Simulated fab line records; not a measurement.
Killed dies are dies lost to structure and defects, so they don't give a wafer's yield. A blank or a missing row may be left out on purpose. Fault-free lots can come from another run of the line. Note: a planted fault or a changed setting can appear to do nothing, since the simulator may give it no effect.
The tool behind it: which one? :: flow gf180mcu :: 11 lots, 33 wafers sampled, at 7 steps of a route of 602

WHAT EACH GAUGE READ, for each wafer
GF_V3_RS_MEAS_24: the measuring method here is four-point-probe.
lot: L127
measured: day 22 11:46
on: film metro-02
V3_W_RS (ohm/sq): 0.328 0.325 0.327

lot: L128
measured: day 22 21:14
on: film metro-02
V3_W_RS (ohm/sq): 0.325 0.326 0.320

lot: L131
measured: day 24 00:12
on: film metro-02
V3_W_RS (ohm/sq): 0.329 0.328 0.327

lot: L132
measured: day 24 08:16
on: film metro-02
V3_W_RS (ohm/sq): 0.329 0.330 0.330

lot: L135
measured: day 25 13:11
on: film metro-01
V3_W_RS (ohm/sq): 0.324 0.321 0.326

lot: L136
measured: day 25 16:22
on: film metro-02
V3_W_RS (ohm/sq): 0.323 0.798 0.327

lot: L146
measured: day 28 14:10
on: film metro-01
V3_W_RS (ohm/sq): 0.324 0.323 0.327

lot: L147
measured: day 28 21:49
on: film metro-02
V3_W_RS (ohm/sq): 0.331 0.332 0.328

lot: L148
measured: day 29 04:59
on: film metro-01
V3_W_RS (ohm/sq): 0.323 0.326 0.322

lot: L149
measured: day 29 13:25
on: film metro-02
V3_W_RS (ohm/sq): 0.328 0.328 0.333

lot: L150
measured: day 29 17:29
on: film metro-04
V3_W_RS (ohm/sq): 0.329 0.327 0.326

GF_V3_THK_MEAS_25: measures by xrf.
lot: L127
measured: day 22 11:52
on: film metro-02
V3_W_THK (nm): 347 349 348

lot: L128
measured: day 22 21:21
on: film metro-02
V3_W_THK (nm): 353 349 356

lot: L131
measured: day 24 00:19
on: film metro-02
V3_W_THK (nm): 345 344 350

lot: L132
measured: day 24 08:23
on: film metro-02
V3_W_THK (nm): 346 345 346

lot: L135
measured: day 25 13:18
on: film metro-01
V3_W_THK (nm): 343 348 340

lot: L136
measured: day 25 16:28
on: film metro-02
V3_W_THK (nm): 353 145 347

lot: L146
measured: day 28 14:17
on: film metro-01
V3_W_THK (nm): 344 346 343

lot: L147
measured: day 28 21:55
on: film metro-02
V3_W_THK (nm): 346 343 349

lot: L148
measured: day 29 05:06
on: film metro-01
V3_W_THK (nm): 346 345 351

lot: L149
measured: day 29 13:30
on: film metro-02
V3_W_THK (nm): 342 344 335

lot: L150
measured: day 29 17:36
on: film metro-04
V3_W_THK (nm): 345 348 350

GF_M4_THK_MEAS_06: measures by xrf.
lot: L127
measured: day 22 12:35
on: film metro-01
M4_ALCU_THK (nm): 450 454 451

lot: L128
measured: day 22 22:03
on: film metro-02
M4_ALCU_THK (nm): 438 438 445

lot: L131
measured: day 24 01:01
on: film metro-02
M4_ALCU_THK (nm): 453 447 450

lot: L132
measured: day 24 09:05
on: film metro-02
M4_ALCU_THK (nm): 452 449 449

lot: L135
measured: day 25 14:00
on: film metro-01
M4_ALCU_THK (nm): 449 453 448

lot: L136
measured: day 25 17:10
on: film metro-02
M4_ALCU_THK (nm): 448 450 443

lot: L146
measured: day 28 16:02
on: film metro-03
M4_ALCU_THK (nm): 447 446 443

lot: L147
measured: day 28 22:37
on: film metro-03
M4_ALCU_THK (nm): 442 449 450

lot: L148
measured: day 29 05:48
on: film metro-01
M4_ALCU_THK (nm): 448 443 440

lot: L149
measured: day 29 14:12
on: film metro-02
M4_ALCU_THK (nm): 439 437 445

lot: L150
measured: day 29 18:18
on: film metro-02
M4_ALCU_THK (nm): 447 447 450

WHAT TOOL EACH LOT RAN ON (gives the tool, then ch and the chambers of the sampled wafers, and finally the start)
lot: L127
GF_V3_CVD_02: pecvd-01 ch 0,1,2, day 21 10:07
GF_V3_SPUTTER_22: pvd sputter-04, day 22 11:35
GF_V3_CVD_23: cvd w-01 ch 0,1, day 22 11:40
GF_V3_CMP_26: cmp-02 ch 1,2, day 22 11:55

lot: L128
GF_V3_CVD_02: pecvd-04 ch 1,2, day 21 19:56
GF_V3_SPUTTER_22: pvd sputter-01, day 22 21:05
GF_V3_CVD_23: cvd w-01 ch 0,1, day 22 21:07
GF_V3_CMP_26: cmp-02 ch 0,1,3, day 22 21:25

lot: L131
GF_V3_CVD_02: pecvd-01 ch 0,1,2, day 23 00:36
GF_V3_SPUTTER_22: pvd sputter-04, day 24 00:02
GF_V3_CVD_23: cvd w-02 ch 0,1, day 24 00:04
GF_V3_CMP_26: cmp-02 ch 0,1,3, day 24 00:31

lot: L132
GF_V3_CVD_02: pecvd-01 ch 1,2, day 23 08:24
GF_V3_SPUTTER_22: pvd sputter-03, day 24 08:07
GF_V3_CVD_23: cvd w-01 ch 0,1, day 24 08:10
GF_V3_CMP_26: cmp-01 ch 0,1,2, day 24 08:33

lot: L135
GF_V3_CVD_02: pecvd-03 ch 1,2, day 24 14:12
GF_V3_SPUTTER_22: pvd sputter-01, day 25 13:02
GF_V3_CVD_23: cvd w-02 ch 0,1, day 25 13:04
GF_V3_CMP_26: cmp-01 ch 1,2, day 25 13:22

lot: L136
GF_V3_CVD_02: pecvd-01 ch 1,2, day 24 17:05
GF_V3_SPUTTER_22: pvd sputter-01, day 25 16:11
GF_V3_CVD_23: cvd w-01 ch 0,1, day 25 16:16
GF_V3_CMP_26: cmp-01 ch 0,1, day 25 16:34

lot: L146
GF_V3_CVD_02: pecvd-01 ch 1,2, day 27 17:39
GF_V3_SPUTTER_22: pvd sputter-04, day 28 14:01
GF_V3_CVD_23: cvd w-02 ch 0,1, day 28 14:04
GF_V3_CMP_26: cmp-02 ch 1,2,3, day 28 14:24

lot: L147
GF_V3_CVD_02: pecvd-04 ch 0,1,2, day 28 00:31
GF_V3_SPUTTER_22: pvd sputter-01, day 28 21:38
GF_V3_CVD_23: cvd w-01 ch 0, day 28 21:41
GF_V3_CMP_26: cmp-01 ch 1,2, day 28 21:58

lot: L148
GF_V3_CVD_02: pecvd-03 ch 0,1, day 28 07:43
GF_V3_SPUTTER_22: pvd sputter-03, day 29 04:50
GF_V3_CVD_23: cvd w-02 ch 0,1, day 29 04:52
GF_V3_CMP_26: cmp-01 ch 0,2,3, day 29 05:19

lot: L149
GF_V3_CVD_02: pecvd-04 ch 0,1,2, day 28 17:03
GF_V3_SPUTTER_22: pvd sputter-03, day 29 13:12
GF_V3_CVD_23: cvd w-01 ch 0,1, day 29 13:16
GF_V3_CMP_26: cmp-02 ch 2,3, day 29 13:32

lot: L150
GF_V3_CVD_02: pecvd-04 ch 0,2, day 28 20:57
GF_V3_SPUTTER_22: pvd sputter-01, day 29 17:19
GF_V3_CVD_23: cvd w-01 ch 0,1, day 29 17:22
GF_V3_CMP_26: cmp-02 ch 1,2, day 29 17:42
- GF_V3_CVD_02: deposits SiO2 from TEOS, target thk 850 nm, time 94.851 s.
- GF_V3_SPUTTER_22: material TiN, target thk 10 nm, time 40 s.
- GF_V3_CVD_23: deposits W, target thk 350 nm, time 104.9 s.
- GF_V3_CMP_26: polishes, stops on SiO2, t overpolish 15 s, target thk 0 nm.

AS READ BY THE TOOLS THEMSELVES (means over the sampled wafers that have a number; for cases with no such wafer, the mark the record gives instead)
GF_V3_CVD_02.
lot: L127
tool: pecvd-01
heater power w (W): 556

lot: L128
tool: pecvd-04
heater power w (W): 477

lot: L131
tool: pecvd-01
heater power w (W): 552

lot: L132
tool: pecvd-01
heater power w (W): 535

lot: L135
tool: pecvd-03
heater power w (W): 649

lot: L136
tool: pecvd-01
heater power w (W): 548

lot: L146
tool: pecvd-01
heater power w (W): 545

lot: L147
tool: pecvd-04
heater power w (W): 548

lot: L148
tool: pecvd-03
heater power w (W): 640

lot: L149
tool: pecvd-04
heater power w (W): 520

lot: L150
tool: pecvd-04
heater power w (W): 587

GF_V3_SPUTTER_22.
lot: L127
tool: pvd sputter-04
throttle valve pct (%): 30.3

lot: L128
tool: pvd sputter-01
throttle valve pct (%): 30.0

lot: L131
tool: pvd sputter-04
throttle valve pct (%): 30.2

lot: L132
tool: pvd sputter-03
throttle valve pct (%): 29.9

lot: L135
tool: pvd sputter-01
throttle valve pct (%): 30.0

lot: L136
tool: pvd sputter-01
throttle valve pct (%): 30.4

lot: L146
tool: pvd sputter-04
throttle valve pct (%): 29.8

lot: L147
tool: pvd sputter-01
throttle valve pct (%): 30.0

lot: L148
tool: pvd sputter-03
throttle valve pct (%): 29.4

lot: L149
tool: pvd sputter-03
throttle valve pct (%): 29.9

lot: L150
tool: pvd sputter-01
throttle valve pct (%): 30.0

GF_V3_CVD_23.
lot: L127
tool: cvd w-01
chamber pressure Torr (Torr): 39.98
heater power w (W): 888

lot: L128
tool: cvd w-01
chamber pressure Torr (Torr): 39.97
heater power w (W): 942

lot: L131
tool: cvd w-02
chamber pressure Torr (Torr): 39.93
heater power w (W): 867

lot: L132
tool: cvd w-01
chamber pressure Torr (Torr): 39.94
heater power w (W): 863

lot: L135
tool: cvd w-02
chamber pressure Torr (Torr): 39.98
heater power w (W): 867

lot: L136
tool: cvd w-01
chamber pressure Torr (Torr): 40.06
heater power w (W): 941

lot: L146
tool: cvd w-02
chamber pressure Torr (Torr): 39.95
heater power w (W): 798

lot: L147
tool: cvd w-01
chamber pressure Torr (Torr): 40.11
heater power w (W): 846

lot: L148
tool: cvd w-02
chamber pressure Torr (Torr): 39.92
heater power w (W): 890

lot: L149
tool: cvd w-01
chamber pressure Torr (Torr): 39.98
heater power w (W): 891

lot: L150
tool: cvd w-01
chamber pressure Torr (Torr): 40.00
heater power w (W): 903

GF_V3_CMP_26.
lot: L127
tool: cmp-02
motor current A (A): 10.3
retaining ring pressure frac: 1.000
time to endpoint s (s): 84

lot: L128
tool: cmp-02
motor current A (A): 11.1
retaining ring pressure frac: 1.005
time to endpoint s (s): 81

lot: L131
tool: cmp-02
motor current A (A): 11.1
retaining ring pressure frac: 0.998
time to endpoint s (s): 82

lot: L132
tool: cmp-01
motor current A (A): 10.3
retaining ring pressure frac: 1.000
time to endpoint s (s): 91

lot: L135
tool: cmp-01
motor current A (A): 10.3
retaining ring pressure frac: 1.001
time to endpoint s (s): 84

lot: L136
tool: cmp-01
motor current A (A): 10.1
retaining ring pressure frac: 1.001
time to endpoint s (s): 69

lot: L146
tool: cmp-02
motor current A (A): 10.5
retaining ring pressure frac: 1.001
time to endpoint s (s): 86

lot: L147
tool: cmp-01
motor current A (A): 10.4
retaining ring pressure frac: 1.005
time to endpoint s (s): 83

lot: L148
tool: cmp-01
motor current A (A): 11.2
retaining ring pressure frac: 1.001
time to endpoint s (s): 87

lot: L149
tool: cmp-02
motor current A (A): 11.0
retaining ring pressure frac: 1.000
time to endpoint s (s): 83

lot: L150
tool: cmp-02
motor current A (A): 11.4
retaining ring pressure frac: 1.000
time to endpoint s (s): 85

THE ANSWER, worked out from the rows above alone
Rule: the usual values come from the lots themselves. Put in order of their means at a reading, lots are off if they are a third of the lots or fewer, leave a main group of 4 or more, and stand apart from it by a gap of 3 or more times the standard deviation of the main group's means; of several such gaps the widest counts. Not used: any main group whose means are identical at the precision the tables above print for the reading. Also off: a lot with no number at a reading for which 4 or more lots have one. Any other lot the step has rows for is counted as sound. After the gauges, taken in route order, come the tools' own readings; for these a lot's mean is taken, as printed above. At the first step where some lot is off, the reading lying furthest off is the one used; lots without a number count as furthest.
Off: at GF_V3_RS_MEAS_24 (V3_W_RS), L136. For the main group the mean is 0.327 ohm/sq and the standard deviation 0.0025.
A tool fits if, at a process step before that reading, it ran every lot that is off, and no sound lot after the first of them. Not tried: the gauges at GF_V3_RS_MEAS_24; whatever is off there is also off at GF_V3_CMP_26, on other tools, and gauge error can't account for it. None of those tried fits.

WHAT THE SIMULATOR PUT IN
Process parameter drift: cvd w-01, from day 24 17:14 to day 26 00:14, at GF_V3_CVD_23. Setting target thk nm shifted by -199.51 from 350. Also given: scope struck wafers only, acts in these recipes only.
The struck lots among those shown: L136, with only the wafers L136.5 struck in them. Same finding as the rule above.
